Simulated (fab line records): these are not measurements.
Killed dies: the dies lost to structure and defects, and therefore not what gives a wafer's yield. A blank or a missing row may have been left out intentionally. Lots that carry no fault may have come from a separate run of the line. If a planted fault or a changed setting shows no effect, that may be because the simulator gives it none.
Problem report in the 8D (eight disciplines) form, filled by code / flow sky130 / the parts of the form that need people (team, actions taken, sign-off) are left out

## 1. THE PROBLEM
stripTimeToEndpointS at SKY_POLY_GATE_STRIP_18 reads a mean of 3.43 s on 3 wafers of 2 lots; wafers without a fault read 3.16 s with a standard deviation of 0.043. Relative to the usual mean, that is a shift of +6.2 standard deviations.
The step: strips in O2/N2.
First observed at day 19 02:34: wafer L806.1, on plasmaAsher-01. The record holds 40 wafers of 14 lots with a number at this step. By rule, "out" or "out of limits" means more than 4 standard deviations away from the usual mean. The rest of the wafers with a number are treated as sound.

## 2. WHAT THIS IS AND IS NOT
question=which readings at this step | is=stripTimeToEndpointS | is not=drypumpMotorCurrentA
question=which lots | is=L806, L807 | is not=L798, L800, L801, L802, L804, L814, L815, L816, L817, L818, L819, L820
question=which wafers of those lots | is=L806.1, L806.3, L807.1 | is not=L807.4
question=read on which tools | is=plasmaAsher-01 | is not=plasmaAsher-02, plasmaAsher-03
question=when | is=from day 19 02:34 | is not=up to then (15 sound wafers); but 22 sound wafers of L807, L814, L815, L816, L817, L818, L819, L820 came after

## 3. THE SUSPECTS, EACH WITH WHAT RULES IT OUT
Counting: if a tool at a process step up to the reading ran every lot that is out, it stays a suspect. Sound lots after the first of them don't rule it out here, since some wafers of a struck lot are sound.
- plasmaAsher-01 at SKY_NWELL_STRIP_25 (strips in O2/N2): kept. Ran every lot that is out, first one L806 (day 7 03:47); last sound lot up to then L802 (day 6 08:46).
- rieSi-02 at SKY_POLY_GATE_ETCH_17 (etches poly-Si in HBr/Cl2, stops on SiO2, target depth 180 nm, time 70.5 s): kept. Ran every lot that is out, first one L806 (day 19 02:30); last sound lot up to then L804 (day 18 14:21).
- plasmaAsher-01 at SKY_POLY_GATE_STRIP_18 (strips in O2/N2): kept. Ran every lot that is out, first one L806 (day 19 02:34); last sound lot up to then L800 (day 17 00:30). Out on those wafers are its own readings of stripTimeToEndpointS.
Still standing after the count: plasmaAsher-01 at SKY_NWELL_STRIP_25, rieSi-02 at SKY_POLY_GATE_ETCH_17, plasmaAsher-01 at SKY_POLY_GATE_STRIP_18.

## 4. THE CAUSE (what the simulator had put in)
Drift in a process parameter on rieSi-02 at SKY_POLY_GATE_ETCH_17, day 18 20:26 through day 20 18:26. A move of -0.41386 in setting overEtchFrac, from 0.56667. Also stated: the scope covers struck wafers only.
3 suspects survive the count, and this tool is in that group.

## 5. THE CHAIN OF EFFECTS, in route order
Each row: a reading whose mean over the struck wafers that have a number lies more than 3 standard deviations from the usual. Scope: only readings with a usual standard deviation given in the record; hours: median across lots of the time from each lot's start at the first step in this table that gives one to its start at this step; sigmas: change in usual standard deviations.
hours=0; step=SKY_POLY_GATE_STRIP_18; reading=stripTimeToEndpointS; usual=3.16 s; on struck wafers=3.43; change=+0.27; sigmas=+6.2
It contains these process steps:
- SKY_POLY_GATE_STRIP_18: strips in O2/N2.

## 6. HOW IT WOULD HAVE BEEN CAUGHT EARLIER
6 hours passed between the start of the fault at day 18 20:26 and the first reading out of limits in this record, taken at day 19 02:34.
Tool readings at SKY_POLY_GATE_ETCH_17 with a usual standard deviation given in the record: none out on any struck wafer, hence no alarm at a limit of 4 standard deviations on them.
Lots out: 2; of these, L807 started SKY_POLY_GATE_ETCH_17 on rieSi-02 after day 19 02:34. Holding the tool at that time would have saved it.
